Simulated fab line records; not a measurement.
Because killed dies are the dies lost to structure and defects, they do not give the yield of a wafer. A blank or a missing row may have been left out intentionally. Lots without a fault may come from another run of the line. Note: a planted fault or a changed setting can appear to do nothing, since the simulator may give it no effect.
Comparing a struck lot with a sound one	flow sky130	15 steps out of a route of 708
Sound: the wafers L782.1, L782.3, L782.5. Struck: wafers L798.3, L798.5 (left out: L798.4, a lot-mate that was not struck); the cause follows at the end.
Each step with rows lists, per side, the tool, then ch with its chambers, then its first start. Under that, the readings that differ: sound wafers	struck wafers	difference of the means	sigmas: that difference in standard deviations of wafers without a fault.
alike: readings whose means differ by less than 2 such deviations, and words and numbers that are the same on both sides. not compared: withheld readings, readings that some wafer has no value for, bounds like >300 that may hide the same value, and numbers for which the record gives no deviation and whose values overlap.
A row with sigmas, a row that says differs or no value, or rows on one side alone: a step with any of these is where the two part. Numbers that don't overlap but have no deviation are shown without sigmas and don't part them. A reading that every wafer of one side lacks parts them only if that side has two wafers or more.

first, 1 step without rows for these wafers: SKY_METAL2_DEVELOP_14 (develop time 60 s).
SKY_METAL2_CD_MEAS_15 targets a cd of 140 nm.
  sound on cd-sem-02, day 35 13:59; struck on cd-sem-01, day 40 09:35
  alike: cd-nm
SKY_METAL2_OVL_MEAS_16:
  sound on overlay-01, day 35 14:07; struck on overlay-01, day 40 09:40
  alike: METAL2_OVL
SKY_METAL2_DESCUM_17: chemistry O2, time 8 s.
  sound on rie-metal-02 ch 0,1, day 35 14:08; struck on rie-metal-02 ch 0,1, day 40 09:42
  alike: drypump-motor-current-A, oes-product-au
  not compared: rf-hours-counter-h
SKY_METAL2_ETCH_18: etches BARC in N2/H2, stops on SiO2, time 45.9 s, target depth 60 nm.
  sound on rie-metal-02 ch 0,1, day 35 14:11; struck on rie-metal-02 ch 0,1, day 40 09:45
  alike: drypump-motor-current-A, oes-product-au, throttle-valve-pct
  not compared: rf-hours-counter-h
SKY_METAL2_METAL_ETCH_19: etches the open film in Cl2/BCl3, stops on SiO2, target depth 360 nm, time 78 s.
  sound on rie-metal-02 ch 0,1, day 35 14:14; struck on rie-metal-02 ch 0,1, day 40 09:49
reading	sound	struck	difference	sigmas
oes-product-au (a.u.)	0.851 0.860 0.851	0.844 0.839	-0.013	-2
  alike: drypump-motor-current-A, throttle-valve-pct
  not compared: rf-hours-counter-h
SKY_METAL2_STRIP_20: strips in O2/N2.
  sound on plasma-asher-01 ch 0,1, day 35 14:20; struck on plasma-asher-03 ch 1, day 40 09:55
  alike: drypump-motor-current-A, oes-product-au, strip-time-to-endpoint-s
  not compared: rf-hours-counter-h
then, 4 steps without rows for these wafers: SKY_METAL2_STRIP_21 (strips in post etch residue remover, time 1200 s); SKY_METAL2_CLEAN_22 (cleans in IPA, time 180 s); SKY_METAL2_CLEAN_23 (cleans in O3/DIW); SKY_VIA2_HDPCVD_00 (deposits SiO2, target thk 1180 nm, time 196.7 s).
SKY_VIA2_THK_MEAS_01:
  sound on film-metro-01, day 35 15:05; struck on film-metro-01, day 40 10:40
  alike: VIA2_HDPCVD_THK
SKY_VIA2_CMP_02: polishes SiO2.
  sound on cmp-02 ch 0,1,2, day 35 15:08; struck on cmp-02 ch 1, day 40 10:42
reading	sound	struck	difference	sigmas
platen-rpm (rpm)	60.02 60.01 60.04	53.97 53.99	-6.04	-99 or more
  alike: motor-current-A
SKY_VIA2_BOW_MEAS_03:
  sound on film-metro-02, day 35 15:26; struck on film-metro-03, day 40 11:02
  alike: VIA2_BOW
-- the record jumps here: 9 days lie between the struck wafers' starts before and after (it left off in module VIA2 and takes up again in module PAD_OPEN, whose first step shown is number 708 of the route) --
SKY_PAD_OPEN_PROBE_99:
  record: rows for the struck wafers here (prober-02, day 49 20:27), none for the sound ones

## WHERE THEY PART
First at SKY_METAL2_METAL_ETCH_19; last, within this record, at SKY_PAD_OPEN_PROBE_99.

WHY: what the simulator had put in
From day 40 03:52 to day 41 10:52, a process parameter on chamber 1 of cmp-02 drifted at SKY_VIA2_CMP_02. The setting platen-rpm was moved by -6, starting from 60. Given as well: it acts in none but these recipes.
